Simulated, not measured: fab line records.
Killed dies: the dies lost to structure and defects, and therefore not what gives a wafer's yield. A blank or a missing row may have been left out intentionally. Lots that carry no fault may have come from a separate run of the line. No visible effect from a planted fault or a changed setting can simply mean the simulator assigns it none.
2 desks looking at one fault || flow gf180mcu || every desk sees just its own numbers, and what lay behind them comes last

METROLOGY DESK
Means of the sampled wafers that have a number, per lot and without regard to the tool the lot ran on: this is what the gauges read. Any lot whose mean is over 4 standard deviations away from the usual mean is out of limits and marked OUT; that distance is given in the brackets.
Columns: A = V2_W_RS at GF_V2_RS_MEAS_24, usual 0.329 ohm/sq; B = cd nm at GF_M3_CD_MEAS_14, usual 280.4 nm
{"lot": "L744", "first seen here": "day 20 02:31", "A": 0.330, "B": 279.3}
{"lot": "L745", "first seen here": "day 20 17:14", "A": 0.330, "B": 279.6}
{"lot": "L746", "first seen here": "day 21 03:44", "A": 0.333, "B": 279.9}
{"lot": "L750", "first seen here": "day 22 15:28", "A": 0.328, "B": 282.1}
{"lot": "L751", "first seen here": "day 22 22:14", "A": 0.326, "B": 277.8}
{"lot": "L752", "first seen here": "day 23 06:43", "A": 0.333, "B": 281.9}
{"lot": "L754", "first seen here": "day 24 02:22", "A": 0.326, "B": 279.8}
{"lot": "L756", "first seen here": "day 24 23:32", "A": 0.330, "B": "285.6 (+4.7) OUT"}
{"lot": "L758", "first seen here": "day 25 12:53", "A": 0.331, "B": 284.7}
{"lot": "L765", "first seen here": "day 27 14:04", "A": 0.329, "B": 280.2}
{"lot": "L766", "first seen here": "day 27 21:08", "A": 0.329, "B": 281.2}
{"lot": "L767", "first seen here": "day 28 03:13", "A": 0.331, "B": 280.7}
This desk's verdict: out of limits on L756, starting with L756 at day 25 22:05 (cd nm at GF_M3_CD_MEAS_14). L744, L745, L746, L750, L751, L752, L754, L758, L765, L766, L767: within limits.

DESK OF THE TOOL OWNER: litho track-03
The tool's own readings at GF_M3_SOFTBAKE_10 (time 60 s): means of the sampled wafers that have a number, for each lot that ran on this tool. Any lot whose mean is over 4 standard deviations away from the usual mean is out of limits and marked OUT; that distance is given in the brackets.
Columns: A = heater power total W at GF_M3_SOFTBAKE_10, usual 93.04 W; B = plate temp C at GF_M3_SOFTBAKE_10, usual 129.99 C
{"lot": "L744", "first seen here": "day 20 15:23", "A": 93.06, "B": 129.95}
{"lot": "L752", "first seen here": "day 23 18:59", "A": 92.99, "B": 130.09}
{"lot": "L754", "first seen here": "day 24 14:02", "A": 93.07, "B": 129.94}
{"lot": "L756", "first seen here": "day 25 11:20", "A": "91.24 (-31) OUT", "B": "127.91 (-15) OUT"}
{"lot": "L758", "first seen here": "day 26 00:07", "A": "91.28 (-30) OUT", "B": "128.12 (-13) OUT"}
This desk's verdict: out of limits on L756, L758, starting with L756 at day 25 11:20 (heater power total W at GF_M3_SOFTBAKE_10). L744, L752, L754: within limits.

PUT TOGETHER
The tool owner's desk could have raised an alarm at day 25 11:20, on L756, L758.
The metrology desk could have raised an alarm at day 25 22:05, on L756.
The metrology desk has L758 on record, within its limits.
All the named lots went through GF_M3_SOFTBAKE_10 on litho track-03.

WHAT THE SIMULATOR PUT IN
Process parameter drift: litho track-03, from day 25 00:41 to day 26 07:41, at GF_M3_SOFTBAKE_10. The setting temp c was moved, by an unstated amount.
Struck lots among those shown: L756, L758.
Time in hours from fault onset to the first out-of-limits reading at each desk: tool owner's desk 11, metrology desk 21.
